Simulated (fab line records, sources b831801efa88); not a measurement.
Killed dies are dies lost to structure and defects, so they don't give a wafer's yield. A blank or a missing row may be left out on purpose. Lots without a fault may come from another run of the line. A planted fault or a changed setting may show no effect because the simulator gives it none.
Which tool did it? | flow sky130 | 9 lots, 27 wafers sampled, at 2 steps of a route of 708

WHAT THE GAUGES READ, wafer by wafer
SKY_SONOS_TUNNEL_TW_MEAS_12.
lot  | measured     | on            | SONOS_TUNNEL_TW
L101 | day 11 13:24 | film_metro-02 | 195.6 198.6 197.7
L102 | day 11 19:08 | film_metro-02 | 197.4 197.0 198.0
L103 | day 12 02:44 | film_metro-01 | 196.9 196.4 195.9
L104 | day 12 10:30 | film_metro-02 | 196.4 197.7 195.5
L105 | day 12 15:46 | film_metro-02 | 195.4 196.2 195.3
L108 | day 13 21:33 | film_metro-04 | 296.1 298.1 299.0
L109 | day 14 01:30 | film_metro-01 | 292.8 292.7 293.5
L110 | day 14 08:49 | film_metro-04 | 296.3 294.9 297.9
L111 | day 14 17:39 | film_metro-01 | 291.1 295.1 292.9

WHICH TOOL RAN EACH LOT (tool, then ch and the chambers of the sampled wafers, then the start)
lot  | SKY_SONOS_TUNNEL_IMPLANT_09
L101 | implanter-04 ch 0, day 11 12:58
L102 | implanter-04 ch 0, day 11 18:30
L103 | implanter-04 ch 0, day 12 02:21
L104 | implanter-02 ch 0, day 12 10:07
L105 | implanter-02 ch 0, day 12 15:21
L108 | implanter-04 ch 0, day 13 21:08
L109 | implanter-02 ch 0, day 14 01:06
L110 | implanter-04 ch 0, day 14 08:23
L111 | implanter-04 ch 0, day 14 17:13
- SKY_SONOS_TUNNEL_IMPLANT_09

THE ANSWER, worked out from the rows above alone
Rule: what is usual is taken from the lots themselves. Put in order of their means at a reading, lots are off if they are a third of the lots or fewer, leave a main group of 4 or more, and stand apart from it by a gap of 3 or more times the standard deviation of the main group's means; of several such gaps the widest counts. A main group whose means are all the same, to the digits that the tables above print for the reading, isn't used. A lot without any number at a reading at which 4 lots or more have one is off too. The other lots that the step has rows for count as sound.
No lot is off at any reading shown: from this, nothing can be told.

WHAT THE SIMULATOR HAD PUT IN
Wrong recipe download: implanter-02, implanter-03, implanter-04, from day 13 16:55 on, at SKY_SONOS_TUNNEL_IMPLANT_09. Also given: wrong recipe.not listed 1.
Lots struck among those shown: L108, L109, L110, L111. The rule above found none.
